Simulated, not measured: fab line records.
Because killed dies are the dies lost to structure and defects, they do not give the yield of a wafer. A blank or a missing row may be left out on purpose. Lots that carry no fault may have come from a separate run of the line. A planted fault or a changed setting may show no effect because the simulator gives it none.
A struck lot beside a sound one + flow sky130 + 44 steps out of a route of 708
Sound: the wafers L202.1, L202.2, L202.4. Struck: wafers L214.3, L214.4, L214.5. The cause is named last.
Order at every step that has rows: each side's tool, ch and its chambers, its first start. Under that, the readings that differ: sound wafers + struck wafers + difference of the means + sigmas: that difference in standard deviations of wafers without a fault.
alike: same words and numbers on both sides, and readings whose means sit less than 2 such deviations apart. not compared: any withheld reading, any reading some wafer has no value for, any bound like >300 that may hide the same value, and any number with overlapping values for which the record gives no deviation.
A row with sigmas, a row that says differs or no value, or rows on one side alone: a step with any of these is where the two part. Non-overlapping numbers with no deviation appear without sigmas and do not part them. Lack of a reading on every wafer of one side parts them only where that side has two or more wafers.

first, 1 step without rows for these wafers: SKY_SONOS_TUNNEL_DEVELOP_06 (develop time 58.11 s).
SKY_SONOS_TUNNEL_CD_MEAS_07: target cd 410 nm.
  sound on cdSem-02 at day 11 18:53; struck on cdSem-02 at day 15 18:52
  alike: cdNm
SKY_SONOS_TUNNEL_OVL_MEAS_08:
  sound on overlay-02 at day 11 19:00; struck on overlay-01 at day 15 18:58
  alike: SONOS_TUNNEL_OVL
then, 3 steps without rows for these wafers: SKY_SONOS_TUNNEL_IMPLANT_09; SKY_SONOS_TUNNEL_WET_ETCH_10 (etches SiO2 in dHF, target depth 14 nm, time 280 s); SKY_SONOS_TUNNEL_STRIP_11 (strips in SPM, time 600 s).
SKY_SONOS_TUNNEL_TW_MEAS_12:
  sound on filmMetro-01 at day 11 19:26; struck on filmMetro-02 at day 15 19:26
| reading         | sound             | struck            | difference | sigmas |
|-----------------|-------------------|-------------------|------------|--------|
| SONOS_TUNNEL_TW | 198.6 198.0 197.5 | 192.1 191.4 193.5 | -5.7       | -2     |
then, 2 steps without rows for these wafers: SKY_SONOS_TUNNEL_CLEAN_13 (cleans in dHF, time 20 s); SKY_SONOS_ONO_OXIDATION_00 (stabilise 600 s, purge 300 s, target thk 2.6 nm).
SKY_SONOS_ONO_THK_MEAS_01:
  sound on filmMetro-02 at day 11 20:52; struck on filmMetro-01 at day 15 21:28
  alike: SONOS_ONO_OXIDATION_THK
then, 1 step without rows for these wafers: SKY_SONOS_ONO_CVD_02 (deposits Si3N4 from DCS/NH3, target thk 10.5 nm, time 180 s).
SKY_SONOS_ONO_THK_MEAS_03:
  sound on filmMetro-04 at day 11 23:08; struck on filmMetro-02 at day 15 23:33
  alike: SONOS_ONO_CVD_02_THK
SKY_SONOS_ONO_CVD_04: deposits SiO2 from SiH4/N2O, target thk 5.7199 nm.
  sound on lpcvd-03 ch 0, day 11 23:11; struck on lpcvd-03 ch 0, day 15 23:35
| reading                                   | sound             | struck            | difference | sigmas      |
|-------------------------------------------|-------------------|-------------------|------------|-------------|
| pressureMtorr (mTorr)                     | 399.7 401.4 399.8 | 480.3 480.0 480.8 | +80.1      | +99 or more |
| model.SiO2_of_SONOS_ONO_CVD_04.thkNm (nm) | 5.663 5.653 5.709 | 6.339 6.401 6.398 | +0.704     |             |
SKY_SONOS_ONO_THK_MEAS_05:
  sound on filmMetro-01 at day 12 00:26; struck on filmMetro-02 at day 16 00:52
| reading                   | sound          | struck         | difference | sigmas |
|---------------------------|----------------|----------------|------------|--------|
| SONOS_ONO_CVD_04_THK (nm) | 5.64 5.63 5.74 | 6.35 6.37 6.43 | +0.71      | +7     |
then, 7 steps without rows for these wafers: SKY_SONOS_ONO_DEHYDRATE_06 (time 60 s); SKY_SONOS_ONO_HMDS_07 (prime time 60 s); SKY_SONOS_ONO_COAT_08 (resist thk 1140 nm); SKY_SONOS_ONO_SOFTBAKE_09 (time 60 s); SKY_SONOS_ONO_EXPOSE_10 (exposes mask ONOM, target cd 410 nm); SKY_SONOS_ONO_PEB_11; SKY_SONOS_ONO_DEVELOP_12 (develop time 60 s).
SKY_SONOS_ONO_CD_MEAS_13: target cd 410 nm.
  sound on cdSem-01 at day 13 01:04; struck on cdSem-01 at day 17 05:19
  alike: cdNm
SKY_SONOS_ONO_OVL_MEAS_14:
  sound on overlay-01 at day 13 01:11; struck on overlay-01 at day 17 05:24
  alike: SONOS_ONO_OVL
SKY_SONOS_ONO_ETCH_15: etches the open film in CHF3/O2, target depth 19.52 nm, time 7.8 s.
  sound on rieDiel-03 ch 1,2,3, day 13 01:14; struck on rieDiel-03 ch 0,2,3, day 17 05:26
  alike: biasW, drypumpMotorCurrentA, oesProductAu, throttleValvePct
  not compared: rfHoursCounterH
then, 1 step without rows for these wafers: SKY_SONOS_ONO_WET_ETCH_16 (etches SiO2 in dHF, target depth 14 nm, time 280 s).
SKY_SONOS_ONO_STRIP_17: strips in O2/N2.
  sound on plasmaAsher-04 ch 0,1, day 13 01:20; struck on plasmaAsher-04 ch 0,1, day 17 05:34
  alike: drypumpMotorCurrentA, oesProductAu, stripTimeToEndpointS
  not compared: rfHoursCounterH
then, 3 steps without rows for these wafers: SKY_SONOS_ONO_WET_ETCH_18 (etches Si3N4 in H3PO4, target depth 15 nm, time 172 s); SKY_GATE_OXIDE_CLEAN_00 (cleans in SC1/SC2, time 150 s); SKY_GATE_OXIDE_OXIDATION_01 (stabilise 600 s, purge 300 s, target thk 10.268 nm).
SKY_GATE_OXIDE_THK_MEAS_02:
  sound on filmMetro-04 at day 13 04:24; struck on filmMetro-03 at day 17 15:17
  alike: GATE_OXIDE_OXIDATION_00_THK
then, 7 steps without rows for these wafers: SKY_GATE_OXIDE_DEHYDRATE_03 (time 60 s); SKY_GATE_OXIDE_HMDS_04 (prime time 60 s); SKY_GATE_OXIDE_COAT_05 (resist thk 1140 nm); SKY_GATE_OXIDE_SOFTBAKE_06 (time 60 s); SKY_GATE_OXIDE_EXPOSE_07 (exposes mask LVOM, target cd 600 nm); SKY_GATE_OXIDE_PEB_08; SKY_GATE_OXIDE_DEVELOP_09 (develop time 60 s).
SKY_GATE_OXIDE_OVL_MEAS_10:
  sound on overlay-01 at day 14 05:49; struck on overlay-01 at day 18 19:50
  alike: GATE_OXIDE_OVL
then, 2 steps without rows for these wafers: SKY_GATE_OXIDE_IMPLANT_11; SKY_GATE_OXIDE_WET_ETCH_12 (etches SiO2 in dHF, target depth 16.8 nm, time 336 s).
SKY_GATE_OXIDE_STRIP_13: strips in O2/N2.
  sound on plasmaAsher-03 ch 0,1, day 14 06:07; struck on plasmaAsher-01 ch 0,1, day 18 20:09
  alike: drypumpMotorCurrentA, oesProductAu, stripTimeToEndpointS
  not compared: rfHoursCounterH
SKY_GATE_OXIDE_TW_MEAS_14:
  sound on filmMetro-02 at day 14 06:13; struck on filmMetro-02 at day 18 20:14
  alike: GATE_OXIDE_TW
SKY_GATE_OXIDE_CLEAN_15: cleans in SC1/SC2, time 150 s.
  sound on wetBench-01 ch 2, day 14 06:16; struck on wetBench-02 ch 1, day 18 20:17
| reading                                   | sound            | struck           | difference | sigmas |
|-------------------------------------------|------------------|------------------|------------|--------|
| model.SiO2_of_SONOS_ONO_CVD_04.thkNm (nm) | 4.113 4.108 4.16 | 4.818 4.88 4.872 | +0.730     |        |
  alike: bathHeatDutyPct
-- a jump in the record: the struck wafers' starts before and after are 30 days apart (it breaks off in module GATE_OXIDE and resumes in module PAD_OPEN, where the first step shown is number 708 of the route) --
SKY_PAD_OPEN_PROBE_99:
  sound on prober-01 at day 46 01:20; struck on prober-02 at day 49 01:47
| reading                             | sound                | struck               | difference | sigmas |
|-------------------------------------|----------------------|----------------------|------------|--------|
| model.etest.capOno.gateLog10ACm2    | -7.917 -7.89 -8.02   | -8.78 -8.775 -8.755  | -0.83      |        |
| model.etest.capOno.gateBvV (V)      | 16.65 17.08 16.58    | 17.1 17.32 17.35     | +0.5       |        |
| model.etest.capOno.toxAccNm (nm)    | 12.87 12.88 13       | 13.54 13.56 13.51    | +0.62      |        |
| model.etest.sonosProgrammed.vtV (V) | 1.516 1.497 1.419    | 1.116 1.097 1.152    | -0.356     |        |
| model.etest.sonosErased.vtV (V)     | -2.262 -2.251 -2.201 | -1.917 -1.988 -1.949 | +0.287     |        |
| model.etest.sonosBaked.vtV (V)      | 1.002 1.014 0.9876   | 0.7437 0.6597 0.7086 | -0.2972    |        |
  alike: killed_at_M0_to_M3, killed_at_M4_up, killedAtContacts, killedAtFrontEnd, killedAtOther, killedDies, killedOpen, killedShort
  not compared: model.etest.sonosErased.driveUaUm, model.etest.sonosUncharged.rOnOhmUm

## WHERE THEY PART
First at SKY_SONOS_TUNNEL_TW_MEAS_12; last, within this record, at SKY_SONOS_ONO_THK_MEAS_05. Later steps at which nothing parts them and some readings are alike: SKY_SONOS_ONO_CD_MEAS_13, SKY_SONOS_ONO_OVL_MEAS_14, SKY_SONOS_ONO_ETCH_15, SKY_SONOS_ONO_STRIP_17, SKY_GATE_OXIDE_THK_MEAS_02, SKY_GATE_OXIDE_OVL_MEAS_10, SKY_GATE_OXIDE_STRIP_13, SKY_GATE_OXIDE_TW_MEAS_14, SKY_GATE_OXIDE_CLEAN_15, SKY_PAD_OPEN_PROBE_99.

WHY: the cause the simulator had injected
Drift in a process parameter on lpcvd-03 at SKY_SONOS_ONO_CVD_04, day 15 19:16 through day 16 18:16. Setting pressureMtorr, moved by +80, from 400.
